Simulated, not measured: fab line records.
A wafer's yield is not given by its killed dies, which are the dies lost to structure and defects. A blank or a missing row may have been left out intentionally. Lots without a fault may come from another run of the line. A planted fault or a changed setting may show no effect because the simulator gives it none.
A lot that was struck, set against a sound lot | flow gf180mcu | 28 out of 602 route steps
Sound: wafers L414.3, L414.4, L414.5. Struck: wafers L428.1, L428.3, L428.6. The cause is given at the end.
Order at every step that has rows: each side's tool, ch and its chambers, its first start. Under that, the readings that differ: sound wafers | struck wafers | difference of the means | sigmas: that difference in standard deviations of wafers without a fault.
alike: readings with means less than 2 such deviations apart, plus words and numbers identical on both sides. not compared: withheld readings, readings lacking a value on some wafer, bounds such as >300 that could conceal the same value, and numbers that have no deviation in the record and whose values overlap.
A row with sigmas, a row that says differs or no value, or rows on one side alone: a step with any of these is where the two part. Numbers that don't overlap but have no deviation are shown without sigmas and don't part them. Lack of a reading on every wafer of one side parts them only where that side has two or more wafers.

GF_STI_BOW_MEAS_00:
  sound: film-metro-01 at day 2 01:02; struck: film-metro-02 at day 4 23:00
  alike: INCOMING_BOW
then, 1 step without rows for these wafers: GF_STI_OXIDATION_01 (stabilise 600 s, purge 300 s, target thk 10 nm).
GF_STI_THK_MEAS_02:
  sound: film-metro-03 at day 2 02:32; struck: film-metro-02 at day 5 00:31
  alike: STI_OXIDATION_THK
GF_STI_CVD_03: deposits Si3N4 from DCS/NH3, target thk 207.16 nm, time 3551 s.
  sound on lpcvd-02 ch 0, day 2 02:34; struck on lpcvd-02 ch 1, day 5 00:34
  reading                               | sound             | struck            | difference | sigmas
  spike-tc-centre-C (C)                 | 770.6 769.2 771.6 | 754.1 753.9 753.1 | -16.8      | -13
  spike-tc-upper-C (C)                  | 768.7 768.5 769.5 | 773.4 773.7 770.8 | +3.7       | +3
  zone-power-centre-pct (%)             | 14.6 15.1 14.4    | 8.8 8.7 8.8       | -5.9       | -12
  model.Si3N4_of_STI_CVD_03.thk-nm (nm) | 205.2 205.2 205.3 | 201.5 198.2 184.9 | -10.4      |
  alike: zone-power-top-pct, zone-power-upper-pct
GF_STI_THK_MEAS_04:
  sound: film-metro-02 at day 2 04:35; struck: film-metro-03 at day 5 02:47
  reading             | sound             | struck            | difference | sigmas
  STI_CVD_03_THK (nm) | 205.2 205.2 205.2 | 201.5 198.2 184.9 | -10.3      | -5
  not compared: hold
then, 6 steps without rows for these wafers: GF_STI_HMDS_06 (prime time 60 s); GF_STI_COAT_07 (resist thk 700 nm); GF_STI_SOFTBAKE_08 (time 60 s); GF_STI_EXPOSE_09 (exposes mask COMP, target cd 220 nm); GF_STI_PEB_10 (peb time 90 s); GF_STI_DEVELOP_11 (develop time 60 s).
GF_STI_CD_MEAS_12: the cd target is 220 nm.
  sound: cd-sem-02 at day 2 17:09; struck: cd-sem-02 at day 5 16:40
  alike: cd-nm
GF_STI_ETCH_13: etches the open film in CHF3/O2, stops on Si, target depth 282.31 nm, time 112.9 s.
  sound on rie-diel-04 ch 1,2,3, day 2 17:14; struck on rie-diel-04 ch 1,2, day 5 16:47
  reading                  | sound             | struck            | difference | sigmas
  oes-product-au (a.u.)    | 0.830 0.823 0.820 | 0.817 0.813 0.783 | -0.020     | -3
  model.etch.depth-nm (nm) | 205.2 205.2 205.3 | 201.5 198.2 184.9 | -10.4      |
  alike: drypump-motor-current-A, throttle-valve-pct
  not compared: rf-hours-counter-h
GF_STI_ETCH_14: etches Si in HBr/Cl2/O2, target depth 360 nm, time 102.9 s.
  sound on rie-si-02 ch 0,1,2, day 2 17:19; struck on rie-si-01 ch 0,1, day 5 16:52
  alike: drypump-motor-current-A, oes-product-au, throttle-valve-pct
  not compared: rf-hours-counter-h
GF_STI_STRIP_15: strips in O2/N2.
  sound on plasma-asher-04 ch 0,1, day 2 17:25; struck on plasma-asher-03 ch 0,1, day 5 16:56
  reading                     | sound       | struck      | difference | sigmas
  drypump-motor-current-A (A) | 5.5 6.6 6.6 | 5.2 5.1 5.2 | -1.1       | -2
  alike: heater-power-w, oes-product-au, strip-time-to-endpoint-s
  not compared: rf-hours-counter-h
then, 6 steps without rows for these wafers: GF_STI_CLEAN_16 (cleans in dHF, time 25 s); GF_STI_WET_ETCH_17 (etches Si3N4 in H3PO4, target depth 45 nm, time 514 s); GF_STI_CLEAN_18 (cleans in SC1/SC2, time 150 s); GF_STI_CLEAN_19 (cleans in dHF, time 20 s); GF_STI_WET_ETCH_20 (etches SiO2 in dHF, target depth 20 nm, time 400 s); GF_STI_OXIDATION_21 (stabilise 600 s, purge 300 s, target thk 15 nm).
GF_STI_THK_MEAS_22:
  sound: film-metro-01 at day 2 18:59; struck: film-metro-01 at day 5 19:04
  reading                   | sound             | struck            | difference | sigmas
  STI_OXIDATION_01_THK (nm) | 14.57 14.60 14.51 | 15.02 15.41 15.06 | +0.60      | +2
then, 1 step without rows for these wafers: GF_STI_CVD_23 (deposits SiO2, target thk 650 nm, time 108.3 s).
GF_STI_THK_MEAS_24:
  sound: film-metro-02 at day 2 19:07; struck: film-metro-01 at day 5 19:11
  alike: STI_CVD_23_THK
GF_STI_CMP_25: polishes, stops on Si3N4, t overpolish 33 s, target thk 524.6 nm.
  sound on cmp-01 ch 1,2,3, day 2 19:16; struck on cmp-02 ch 1,2,3, day 5 19:18
  alike: edge-zone-pressure-frac, motor-current-A, platen-rpm
GF_STI_WET_ETCH_26: etches SiO2 in dHF, target depth 94 nm, time 188 s.
  sound on wet-bench-03 ch 2, day 2 19:28; struck on wet-bench-03 ch 3, day 5 19:33
  reading                               | sound           | struck        | difference | sigmas
  model.Si3N4_of_STI_CVD_03.thk-nm (nm) | 149.1 149 149.1 | 144.5 141 128 | -11.2      |
then, 1 step without rows for these wafers: GF_STI_WET_ETCH_27 (etches Si3N4 in H3PO4, target depth 160 nm, time 1825 s).
-- the record jumps here: 28 days lie between the struck wafers' starts before and after (it left off in module STI and takes up again in module PASSIVATION, whose first step shown is number 602 of the route) --
GF_PASSIVATION_PROBE_99:
  rows exist in the record for the struck wafers here (prober-01, day 33 16:25), but not for the sound ones

WHERE THEY PART
First at GF_STI_CVD_03; last, within this record, at GF_PASSIVATION_PROBE_99.

WHY: what had been put in by the simulator
lpcvd-02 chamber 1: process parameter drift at GF_STI_CVD_03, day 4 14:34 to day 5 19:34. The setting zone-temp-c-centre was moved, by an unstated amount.
